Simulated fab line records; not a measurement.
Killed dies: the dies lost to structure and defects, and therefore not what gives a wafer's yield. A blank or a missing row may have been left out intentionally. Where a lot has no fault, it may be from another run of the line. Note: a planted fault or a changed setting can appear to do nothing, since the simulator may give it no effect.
fab line records    flow sky130
record lots=24  wafers=72  lastDay=50
route steps=708 shown LOCAL_INTERCONNECT@402 CONTACT@409 METAL1@450 VIA1@461
lots untouched by any fault: they come from a run of this same line in which no faults occurred
startH: hours from the record's opening day to when the first of the lot's shown wafers began    waitH: time in hours since the lot's previous step    " as in the row above    L1.1+2: a row that stands for several wafers    - no value present, or no start provided    * or withheld: withheld    < > ~ a bound
route shown NAME@n: names a module that has steps shown in the file, with the first one's number in the route    usual: the fault-free wafers' mean and standard deviation    same: alike in all rows    chamber/n: place in a boat    sites: each site's reading    _std_site: standard deviation across them    _edge_site: inner sites' mean taken away from outer sites' mean    radiusMm: for every site, how far away it sits from the centre of the wafer    mask NAME#n: copy n    behind: tool/chamber where the wafer was last shaped    hold: why the lot was held/for how many hours/how that ended    device: names the non-switching transistor (n, p or np)    end of line: the tests these same wafers got at the end of their route    a step given without rows: its recipe and nothing more    killed: count of dies lost to structure and defects at first sort (not the wafer's yield)    map: shows each die of a wafer: x if killed, . if not, _ if none is there
set.NAME: the setting as run; set.NAME@STEP: as run at that earlier step    model.NAME: the simulator's own value behind a step, which no gauge read
the route's steps for a sample of lots (tables are steps, rows are wafers)
services: from which hour (startH, from the record's first day; less than 0 if before it) a tool's chamber was out of use, for how many hours, and why
## steps
# step SKY_LOCAL_INTERCONNECT_STRIP_15
# recipe chemistry=O2/N2  powerW=1400  pressureMtorr=1500  platenTempC=withheld  o2FlowSccm=3000  n2FlowSccm=300  overashFraction=0.5
# usual drypumpMotorCurrentA=5.6/0.42  oesProductAu=0.427/0.0047  stripTimeToEndpointS=4.72/0.03
lot.wafer  tool            chamber  startH  waitH  drypumpMotorCurrentA  oesProductAu  rfHoursCounterH  stripTimeToEndpointS
L074.2     plasmaAsher-01  0        698.85  0.0    5.2                   0.428         56               4.70
L074.3     "               0        "       "      5.2                   0.430         -                4.68
L074.6     "               0        "       "      5.2                   0.423         -                4.70
L075.1     plasmaAsher-01  1        711.92  0.1    6.2                   0.419         57               4.72
L075.3     "               0        "       "      5.2                   0.427         -                4.72
L075.4     "               1        "       "      6.2                   0.430         -                4.72
L076.2     plasmaAsher-01  1        713.10  0.0    6.2                   0.425         57               4.72
L076.3     "               0        "       "      5.2                   0.430         -                4.71
L076.6     "               0        "       "      5.2                   0.430         -                4.69
L077.3     plasmaAsher-01  0        730.40  0.1    5.2                   0.437         -                4.73
L077.4     "               1        "       "      6.2                   0.426         -                4.73
L077.6     "               0        "       "      5.2                   0.422         -                4.72
L078.1     plasmaAsher-02  0        732.00  0.0    5.1                   0.424         90               4.73
L078.4     "               1        "       "      5.9                   0.428         -                4.72
L078.5     "               1        "       "      5.9                   0.426         -                4.68
L079.1     plasmaAsher-03  0        754.64  0.0    5.8                   0.424         34               4.71
L079.2     "               1        "       "      5.4                   0.423         34               4.74
L079.4     "               0        "       "      5.8                   0.428         -                4.70
L080.1     plasmaAsher-01  1        756.81  0.0    6.2                   0.424         61               4.73
L080.4     "               0        "       "      5.2                   0.431         -                4.74
L080.5     "               0        "       "      5.2                   0.427         -                4.67
L082.2     plasmaAsher-01  0        786.57  0.1    5.2                   0.424         65               4.68
L082.4     "               1        "       "      6.2                   0.428         -                4.70
L082.6     "               1        "       "      6.2                   0.429         -                4.69
L081.1     plasmaAsher-01  1        788.80  0.0    6.2                   0.421         65               4.76
L081.4     "               0        "       "      5.3                   0.422         -                4.73
L081.5     "               1        "       "      6.2                   0.437         -                4.73
L084.3     plasmaAsher-02  0        789.34  0.1    5.1                   0.426         -                4.77
L084.4     "               1        "       "      5.9                   0.434         -                4.73
L084.5     "               0        "       "      5.1                   0.431         -                4.76
L083.2     plasmaAsher-02  1        790.15  0.0    5.9                   0.430         97               4.80
L083.4     "               0        "       "      5.1                   0.429         -                4.71
L083.5     "               0        "       "      5.1                   0.423         -                4.73
L085.1     plasmaAsher-01  1        794.75  0.0    6.2                   0.431         66               4.75
L085.2     "               0        "       "      5.2                   0.428         66               4.70
L085.6     "               1        "       "      6.2                   0.426         -                4.72
L086.1     plasmaAsher-02  0        802.51  0.0    5.1                   0.427         98               4.72
L086.2     "               1        "       "      5.9                   0.422         98               4.72
L086.6     "               0        "       "      5.1                   0.423         -                4.71
L087.1     plasmaAsher-03  0        807.20  0.0    5.8                   0.428         39               4.76
L087.2     "               1        "       "      5.5                   0.423         39               4.74
L087.6     "               0        "       "      5.8                   0.433         -                4.73
L088.1     plasmaAsher-03  1        812.90  0.0    5.5                   0.427         40               4.72
L088.3     "               1        "       "      5.5                   0.437         -                4.73
L088.6     "               0        "       "      5.8                   0.431         -                4.70
L089.3     plasmaAsher-02  0        818.44  0.1    5.1                   0.433         -                4.70
L089.4     "               1        "       "      5.9                   0.430         -                4.75
L089.6     "               1        "       "      5.9                   0.437         -                4.74
L090.2     plasmaAsher-02  0        819.70  0.0    5.1                   0.420         100              4.74
L090.3     "               1        "       "      5.9                   0.421         -                4.74
L090.6     "               0        "       "      5.1                   0.435         -                4.75
L091.1     plasmaAsher-02  1        836.87  0.1    5.9                   0.423         102              4.72
L091.2     "               0        "       "      5.1                   0.427         102              4.71
L091.4     "               1        "       "      5.9                   0.435         -                4.72
L092.1     plasmaAsher-02  0        838.55  0.0    5.1                   0.414         102              4.68
L092.3     "               0        "       "      5.1                   0.424         -                4.65
L092.5     "               1        "       "      5.9                   0.428         -                4.65
L093.2     plasmaAsher-02  1        847.81  0.0    5.9                   0.429         103              4.73
L093.3     "               1        "       "      5.9                   0.429         -                4.75
L093.5     "               1        "       "      5.9                   0.431         -                4.71
L094.1     plasmaAsher-03  0        860.00  0.0    5.8                   0.422         45               4.75
L094.2     "               1        "       "      5.4                   0.431         45               4.69
L094.6     "               0        "       "      5.8                   0.427         -                4.70
L095.2     plasmaAsher-02  0        862.02  0.1    5.1                   0.433         104              4.74
L095.3     "               1        "       "      5.9                   0.430         -                4.76
L095.6     "               0        "       "      5.1                   0.423         -                4.74
L096.2     plasmaAsher-01  1        864.02  0.1    6.2                   0.426         73               4.66
L096.4     "               0        "       "      5.3                   0.423         -                4.66
L096.5     "               0        "       "      5.2                   0.425         -                4.66
L097.2     plasmaAsher-01  1        876.05  0.0    6.2                   0.420         74               4.73
L097.3     "               0        "       "      5.2                   0.430         -                4.76
L097.4     "               1        "       "      6.2                   0.419         -                4.74
# step SKY_CONTACT_THK_MEAS_03
# recipe reads=SiO2_of_CONTACT_HDPCVD_02
# usual CONTACT_HDPCVD_THK=568/8.5
lot.wafer  tool          chamber  startH  waitH  CONTACT_HDPCVD_THK[nm]
L074.2     filmMetro-03  -        699.62  0.0    563
L074.3     "             -        "       "      565
L074.6     "             -        "       "      562
L075.1     filmMetro-01  -        712.67  0.0    574
L075.3     "             -        "       "      576
L075.4     "             -        "       "      568
L076.2     filmMetro-01  -        713.93  0.1    563
L076.3     "             -        "       "      564
L076.6     "             -        "       "      559
L077.3     filmMetro-03  -        731.42  0.1    564
L077.4     "             -        "       "      563
L077.6     "             -        "       "      564
L078.1     filmMetro-02  -        732.76  0.0    567
L078.4     "             -        "       "      562
L078.5     "             -        "       "      569
L079.1     filmMetro-01  -        755.43  0.0    571
L079.2     "             -        "       "      572
L079.4     "             -        "       "      572
L080.1     filmMetro-02  -        757.57  0.0    552
L080.4     "             -        "       "      558
L080.5     "             -        "       "      565
L082.2     filmMetro-03  -        787.39  0.0    565
L082.4     "             -        "       "      552
L082.6     "             -        "       "      562
L081.1     filmMetro-03  -        789.63  0.0    576
L081.4     "             -        "       "      569
L081.5     "             -        "       "      578
L084.3     filmMetro-01  -        790.08  0.1    573
L084.4     "             -        "       "      563
L084.5     "             -        "       "      558
L083.2     filmMetro-01  -        790.92  0.0    574
L083.4     "             -        "       "      585
L083.5     "             -        "       "      590
L085.1     filmMetro-01  -        795.55  0.0    565
L085.2     "             -        "       "      574
L085.6     "             -        "       "      578
L086.1     filmMetro-03  -        803.30  0.0    566
L086.2     "             -        "       "      560
L086.6     "             -        "       "      572
L087.1     filmMetro-03  -        807.96  0.0    562
L087.2     "             -        "       "      562
L087.6     "             -        "       "      565
L088.1     filmMetro-02  -        813.66  0.0    554
L088.3     "             -        "       "      567
L088.6     "             -        "       "      564
L089.3     filmMetro-03  -        819.18  0.1    578
L089.4     "             -        "       "      581
L089.6     "             -        "       "      568
L090.2     filmMetro-02  -        820.50  0.0    581
L090.3     "             -        "       "      582
L090.6     "             -        "       "      580
L091.1     filmMetro-02  -        837.63  0.0    572
L091.2     "             -        "       "      563
L091.4     "             -        "       "      575
L092.1     filmMetro-03  -        839.32  0.0    570
L092.3     "             -        "       "      576
L092.5     "             -        "       "      563
L093.2     filmMetro-01  -        848.57  0.0    576
L093.3     "             -        "       "      567
L093.5     "             -        "       "      573
L094.1     filmMetro-03  -        860.79  0.0    572
L094.2     "             -        "       "      567
L094.6     "             -        "       "      568
L095.2     filmMetro-02  -        862.78  0.0    552
L095.3     "             -        "       "      562
L095.6     "             -        "       "      552
L096.2     filmMetro-02  -        864.79  0.0    585
L096.4     "             -        "       "      574
L096.5     "             -        "       "      566
L097.2     filmMetro-02  -        876.82  0.0    568
L097.3     "             -        "       "      558
L097.4     "             -        "       "      567
# step SKY_CONTACT_SPUTTER_23
# recipe material=TiN  targetThkNm=20  chamberPressurePa=5.23  powerW=4000  timeS=80
# usual throttleValvePct=30.1/1.4
lot.wafer  tool           chamber  startH  waitH  throttleValvePct
L074.2     pvdSputter-03  -        731.30  0.0    30.5
L074.3     "              -        "       "      28.1
L074.6     "              -        "       "      30.5
L075.1     pvdSputter-03  -        738.40  0.0    31.6
L075.3     "              -        "       "      31.5
L075.4     "              -        "       "      27.8
L076.2     pvdSputter-01  -        738.99  0.0    32.0
L076.3     "              -        "       "      27.2
L076.6     "              -        "       "      27.8
L077.3     pvdSputter-01  -        759.51  0.0    29.3
L077.4     "              -        "       "      32.7
L077.6     "              -        "       "      29.3
L078.1     pvdSputter-01  -        761.26  0.0    29.0
L078.4     "              -        "       "      29.5
L078.5     "              -        "       "      28.6
L079.1     pvdSputter-01  -        783.47  0.0    27.7
L079.2     "              -        "       "      28.8
L079.4     "              -        "       "      27.8
L080.1     pvdSputter-04  -        785.43  0.0    31.7
L080.4     "              -        "       "      30.1
L080.5     "              -        "       "      30.5
L082.2     pvdSputter-01  -        814.73  0.0    28.9
L082.4     "              -        "       "      29.5
L082.6     "              -        "       "      32.1
L081.1     pvdSputter-04  -        816.96  0.0    31.6
L081.4     "              -        "       "      30.4
L081.5     "              -        "       "      30.2
L084.3     pvdSputter-04  -        817.46  0.0    30.2
L084.4     "              -        "       "      30.0
L084.5     "              -        "       "      31.4
L083.2     pvdSputter-01  -        818.50  0.0    32.3
L083.4     "              -        "       "      28.6
L083.5     "              -        "       "      27.6
L085.1     pvdSputter-01  -        823.77  0.0    28.6
L085.2     "              -        "       "      29.2
L085.6     "              -        "       "      27.8
L086.1     pvdSputter-01  -        831.21  0.0    27.7
L086.2     "              -        "       "      28.8
L086.6     "              -        "       "      28.7
L087.1     pvdSputter-03  -        834.90  0.0    28.1
L087.2     "              -        "       "      31.3
L087.6     "              -        "       "      30.6
L088.1     pvdSputter-04  -        840.75  0.0    31.7
L088.3     "              -        "       "      30.1
L088.6     "              -        "       "      29.9
L089.3     pvdSputter-03  -        846.86  0.0    30.6
L089.4     "              -        "       "      28.0
L089.6     "              -        "       "      28.1
L090.2     pvdSputter-04  -        847.56  0.0    31.6
L090.3     "              -        "       "      29.9
L090.6     "              -        "       "      29.7
L091.1     pvdSputter-01  -        864.81  0.0    32.2
L091.2     "              -        "       "      27.6
L091.4     "              -        "       "      28.8
L092.1     pvdSputter-03  -        866.06  0.0    30.6
L092.3     "              -        "       "      28.1
L092.5     "              -        "       "      31.2
L093.2     pvdSputter-04  -        875.51  0.0    30.4
L093.3     "              -        "       "      31.7
L093.5     "              -        "       "      31.6
L094.1     pvdSputter-03  -        887.07  0.0    31.5
L094.2     "              -        "       "      30.5
L094.6     "              -        "       "      31.6
L095.2     pvdSputter-04  -        889.19  0.0    30.2
L095.3     "              -        "       "      30.1
L095.6     "              -        "       "      30.2
L096.2     pvdSputter-04  -        892.08  0.0    30.4
L096.4     "              -        "       "      30.1
L096.5     "              -        "       "      30.5
L097.2     pvdSputter-03  -        904.12  0.0    31.1
L097.3     "              -        "       "      31.6
L097.4     "              -        "       "      30.4
# step SKY_CONTACT_CMP_27
# recipe stopOn=SiO2  tOverpolishS=15  downForcePsi=3.5  platenRpm=60  targetThkNm=0  padVelocityMS=0.94248
# usual motorCurrentA=10.9/0.99  overpolishRunS=15.000/0.0086  platenRpm=60.00/0.041  timeToEndpointS=84/3.8
lot.wafer  tool    chamber  startH  waitH  motorCurrentA  overpolishRunS  platenRpm  timeToEndpointS
L074.2     cmp-01  1        731.91  0.3    10.0           14.985          60.00      81
L074.3     "       3        "       "      11.6           15.010          59.97      80
L074.6     "       2        "       "      12.0           14.995          59.94      81
L075.1     cmp-01  1        738.75  0.1    9.6            15.003          60.02      85
L075.3     "       2        "       "      12.2           14.998          60.03      84
L075.4     "       0        "       "      11.6           15.010          59.93      87
L076.2     cmp-02  0        739.34  0.0    11.1           15.001          60.02      84
L076.3     "       1        "       "      9.1            14.991          60.06      88
L076.6     "       1        "       "      9.2            15.009          59.99      88
L077.4     cmp-02  1        759.86  0.0    8.7            14.991          60.01      94
L077.3     "       0        "       "      11.5           15.003          60.05      86
L077.6     "       1        "       "      8.9            14.995          60.01      93
L078.4     cmp-01  2        761.66  0.1    11.6           15.007          59.92      81
L078.1     "       3        "       "      12.0           15.003          60.02      79
L078.5     "       2        "       "      12.3           15.007          59.97      86
L079.4     cmp-01  0        784.02  0.2    11.4           15.001          60.00      86
L079.1     "       1        "       "      9.7            15.005          59.95      79
L079.2     "       2        "       "      12.8           15.005          60.00      81
L080.1     cmp-01  2        785.83  0.1    12.0           15.010          60.04      83
L080.4     "       0        "       "      11.3           14.995          59.94      83
L080.5     "       1        "       "      9.8            14.995          59.98      86
L082.2     cmp-02  3        815.18  0.1    9.9            15.007          60.01      79
L082.4     "       0        "       "      10.6           15.010          60.05      86
L082.6     "       2        "       "      11.6           15.003          59.96      83
L081.4     cmp-01  3        817.31  0.0    11.3           15.004          59.99      76
L081.1     "       1        "       "      9.9            15.008          60.09      80
L081.5     "       0        "       "      11.0           14.996          60.03      86
L084.4     cmp-01  0        817.82  0.0    11.2           14.998          60.03      86
L084.3     "       3        "       "      11.5           15.008          59.95      79
L084.5     "       0        "       "      11.3           14.994          59.96      86
L083.2     cmp-01  2        818.95  0.1    11.5           14.981          59.97      84
L083.4     "       3        "       "      11.1           15.005          59.99      81
L083.5     "       1        "       "      9.1            14.996          60.00      81
L085.1     cmp-02  2        824.12  0.1    11.0           15.008          60.07      86
L085.2     "       1        "       "      9.2            14.999          60.01      91
L085.6     "       2        "       "      12.5           14.998          60.04      80
L086.1     cmp-01  2        831.61  0.1    12.0           15.006          60.02      80
L086.2     "       0        "       "      11.2           14.995          59.92      90
L086.6     "       1        "       "      10.0           14.990          59.98      82
L087.1     cmp-02  1        835.35  0.1    9.2            15.012          60.01      87
L087.2     "       2        "       "      11.9           14.999          59.99      85
L087.6     "       0        "       "      11.6           15.000          59.99      85
L088.3     cmp-01  3        841.16  0.0    11.5           14.996          60.03      86
L088.1     "       0        "       "      11.5           15.003          60.01      91
L088.6     "       3        "       "      11.2           15.004          60.02      83
L089.3     cmp-02  2        847.21  0.0    11.8           15.010          60.04      78
L089.4     "       0        "       "      10.6           15.000          60.02      79
L089.6     "       2        "       "      11.5           14.987          59.93      77
L090.3     cmp-01  1        848.01  0.1    10.0           15.007          60.01      79
L090.2     "       2        "       "      11.6           14.999          60.05      85
L090.6     "       0        "       "      11.0           15.003          59.97      87
L091.1     cmp-01  3        865.21  0.1    11.2           15.008          60.01      83
L091.4     "       0        "       "      11.7           14.997          60.01      90
L091.2     "       1        "       "      10.4           14.994          59.97      84
L092.3     cmp-02  2        866.41  0.0    12.1           15.024          59.98      79
L092.1     "       0        "       "      11.2           15.010          60.02      81
L092.5     "       2        "       "      11.7           14.995          59.98      79
L093.3     cmp-02  3        876.10  0.3    10.2           14.991          60.08      77
L093.2     "       0        "       "      10.9           15.001          60.03      82
L093.5     "       3        "       "      10.3           15.011          60.02      77
L094.2     cmp-01  0        887.47  0.1    11.4           14.999          60.05      88
L094.1     "       2        "       "      11.8           14.998          59.97      89
L094.6     "       3        "       "      11.7           15.000          60.06      85
L095.2     cmp-01  0        889.64  0.1    10.4           14.999          60.03      87
L095.3     "       1        "       "      10.1           14.991          60.01      85
L095.6     "       2        "       "      12.2           15.006          60.07      85
L096.2     cmp-01  1        892.43  0.0    10.2           14.993          60.01      81
L096.4     "       2        "       "      12.3           15.008          60.05      86
L096.5     "       2        "       "      11.7           15.018          59.96      85
L097.2     cmp-01  1        904.63  0.1    9.7            15.004          60.00      88
L097.3     "       2        "       "      12.2           14.989          59.93      88
L097.4     "       3        "       "      11.4           15.004          59.99      83
# step SKY_METAL1_OVL_MEAS_16
# usual METAL1_OVL=0/5.7
lot.wafer  tool        chamber  startH  waitH  METAL1_OVL[nm]
L074.2     overlay-01  -        760.01  0.1    2
L074.3     "           -        "       "      9
L074.6     "           -        "       "      3
L075.1     overlay-01  -        765.70  0.1    7
L075.3     "           -        "       "      3
L075.4     "           -        "       "      -2
L076.2     overlay-01  -        766.41  0.1    -3
L076.3     "           -        "       "      -2
L076.6     "           -        "       "      -8
L077.3     overlay-02  -        786.57  0.1    1
L077.4     "           -        "       "      3
L077.6     "           -        "       "      8
L078.1     overlay-02  -        789.00  0.1    -2
L078.4     "           -        "       "      6
L078.5     "           -        "       "      17
L079.1     overlay-02  -        810.96  0.1    0
L079.2     "           -        "       "      1
L079.4     "           -        "       "      -5
L080.1     overlay-01  -        812.51  0.1    1
L080.4     "           -        "       "      -6
L080.5     "           -        "       "      -4
L082.2     overlay-01  -        841.46  0.1    7
L082.4     "           -        "       "      -1
L082.6     "           -        "       "      10
L081.1     overlay-02  -        844.25  0.1    -4
L081.4     "           -        "       "      -4
L081.5     "           -        "       "      -6
L084.3     overlay-02  -        844.61  0.1    3
L084.4     "           -        "       "      1
L084.5     "           -        "       "      9
L083.2     overlay-01  -        845.56  0.1    -5
L083.4     "           -        "       "      -4
L083.5     "           -        "       "      -2
L085.1     overlay-02  -        850.95  0.1    -10
L085.2     "           -        "       "      1
L085.6     "           -        "       "      1
L086.1     overlay-01  -        858.06  0.1    3
L086.2     "           -        "       "      10
L086.6     "           -        "       "      10
L087.1     overlay-02  -        862.21  0.1    -2
L087.2     "           -        "       "      -1
L087.6     "           -        "       "      8
L088.1     overlay-02  -        867.95  0.1    -17
L088.3     "           -        "       "      -3
L088.6     "           -        "       "      -8
L089.3     overlay-02  -        873.77  0.1    -3
L089.4     "           -        "       "      0
L089.6     "           -        "       "      2
L090.2     overlay-02  -        874.26  0.1    -9
L090.3     "           -        "       "      -3
L090.6     "           -        "       "      -11
L091.1     overlay-01  -        892.55  0.1    2
L091.2     "           -        "       "      1
L091.4     "           -        "       "      4
L092.1     overlay-01  -        893.20  0.1    2
L092.3     "           -        "       "      4
L092.5     "           -        "       "      3
L093.2     overlay-01  -        902.41  0.1    -5
L093.3     "           -        "       "      -1
L093.5     "           -        "       "      -2
L094.1     overlay-01  -        913.31  0.1    7
L094.2     "           -        "       "      1
L094.6     "           -        "       "      3
L095.2     overlay-01  -        915.16  0.1    3
L095.3     "           -        "       "      -1
L095.6     "           -        "       "      14
L096.2     overlay-01  -        917.78  0.1    2
L096.4     "           -        "       "      3
L096.5     "           -        "       "      1
L097.2     overlay-01  -        930.31  0.1    -5
L097.3     "           -        "       "      -14
L097.4     "           -        "       "      -9
# step SKY_VIA1_BOW_MEAS_03
# recipe mode=bow
# usual VIA1_BOW=82/6.8
lot.wafer  tool          chamber  startH  waitH  VIA1_BOW[um]
L074.2     filmMetro-04  -        761.37  0.2    86
L074.3     "             -        "       "      82
L074.6     "             -        "       "      84
L075.1     filmMetro-04  -        766.99  0.2    82
L075.3     "             -        "       "      88
L075.4     "             -        "       "      65
L076.2     filmMetro-02  -        767.71  0.2    76
L076.3     "             -        "       "      97
L076.6     "             -        "       "      78
L077.3     filmMetro-04  -        787.92  0.2    69
L077.4     "             -        "       "      90
L077.6     "             -        "       "      80
L078.1     filmMetro-04  -        790.30  0.1    83
L078.4     "             -        "       "      81
L078.5     "             -        "       "      83
L079.1     filmMetro-01  -        812.28  0.1    80
L079.2     "             -        "       "      106
L079.4     "             -        "       "      87
L080.1     filmMetro-01  -        813.83  0.2    78
L080.4     "             -        "       "      81
L080.5     "             -        "       "      77
L082.2     filmMetro-04  -        842.97  0.2    84
L082.4     "             -        "       "      75
L082.6     "             -        "       "      80
L081.1     filmMetro-02  -        845.61  0.2    76
L081.4     "             -        "       "      89
L081.5     "             -        "       "      84
L084.3     filmMetro-01  -        846.11  0.1    77
L084.4     "             -        "       "      91
L084.5     "             -        "       "      80
L083.2     filmMetro-02  -        846.86  0.2    84
L083.4     "             -        "       "      88
L083.5     "             -        "       "      84
L085.1     filmMetro-01  -        852.24  0.1    79
L085.2     "             -        "       "      90
L085.6     "             -        "       "      85
L086.1     filmMetro-02  -        859.56  0.2    81
L086.2     "             -        "       "      88
L086.6     "             -        "       "      75
L087.1     filmMetro-02  -        863.49  0.2    82
L087.2     "             -        "       "      84
L087.6     "             -        "       "      87
L088.1     filmMetro-02  -        869.42  0.2    83
L088.3     "             -        "       "      79
L088.6     "             -        "       "      70
L089.3     filmMetro-02  -        875.24  0.2    95
L089.4     "             -        "       "      77
L089.6     "             -        "       "      94
L090.2     filmMetro-02  -        876.12  0.2    101
L090.3     "             -        "       "      77
L090.6     "             -        "       "      98
L091.1     filmMetro-04  -        893.85  0.2    73
L091.2     "             -        "       "      78
L091.4     "             -        "       "      79
L092.1     filmMetro-01  -        894.50  0.2    83
L092.3     "             -        "       "      82
L092.5     "             -        "       "      71
L093.2     filmMetro-01  -        903.71  0.2    84
L093.3     "             -        "       "      96
L093.5     "             -        "       "      82
L094.1     filmMetro-04  -        914.99  0.2    83
L094.2     "             -        "       "      75
L094.6     "             -        "       "      80
L095.2     filmMetro-01  -        916.66  0.2    87
L095.3     "             -        "       "      87
L095.6     "             -        "       "      88
L096.2     filmMetro-04  -        919.12  0.2    84
L096.4     "             -        "       "      72
L096.5     "             -        "       "      75
L097.2     filmMetro-02  -        931.61  0.2    82
L097.3     "             -        "       "      74
L097.4     "             -        "       "      77
## services
tool            chamber  startH  hours  kind
pvdSputter-04   -        687.90  7.4    repair
cmp-01          -        693.93  1.2    repair
cmp-01          -        741.27  0.9    repair
cmp-02          -        745.19  4.0    pm
cmp-02          -        749.19  -      consumableReplace:conditioner
cmp-02          -        749.19  -      consumableReplace:pad
cmp-02          -        749.19  4.9    pm
pvdSputter-01   -        750.50  2.2    repair
pvdSputter-01   3        779.39  -      consumableReplace:kit
pvdSputter-01   3        779.39  18.0   scheduledDown
pvdSputter-01   3        779.39  18.0   ventCycle
cmp-02          -        782.13  4.4    pm
pvdSputter-03   1        784.46  -      consumableReplace:kit
pvdSputter-03   1        784.46  18.0   scheduledDown
cmp-01          -        791.48  5.0    pm
plasmaAsher-01  -        800.76  2.8    pm
pvdSputter-03   -        815.80  15.5   repair
cmp-01          -        849.10  1.8    repair
cmp-01          -        857.33  1.6    repair
plasmaAsher-02  -        862.45  2.8    pm
cmp-01          -        871.04  6.6    repair
cmp-01          -        877.62  3.4    pm
cmp-02          -        878.64  1.2    repair
pvdSputter-03   -        885.09  1.0    repair
## key
fault none
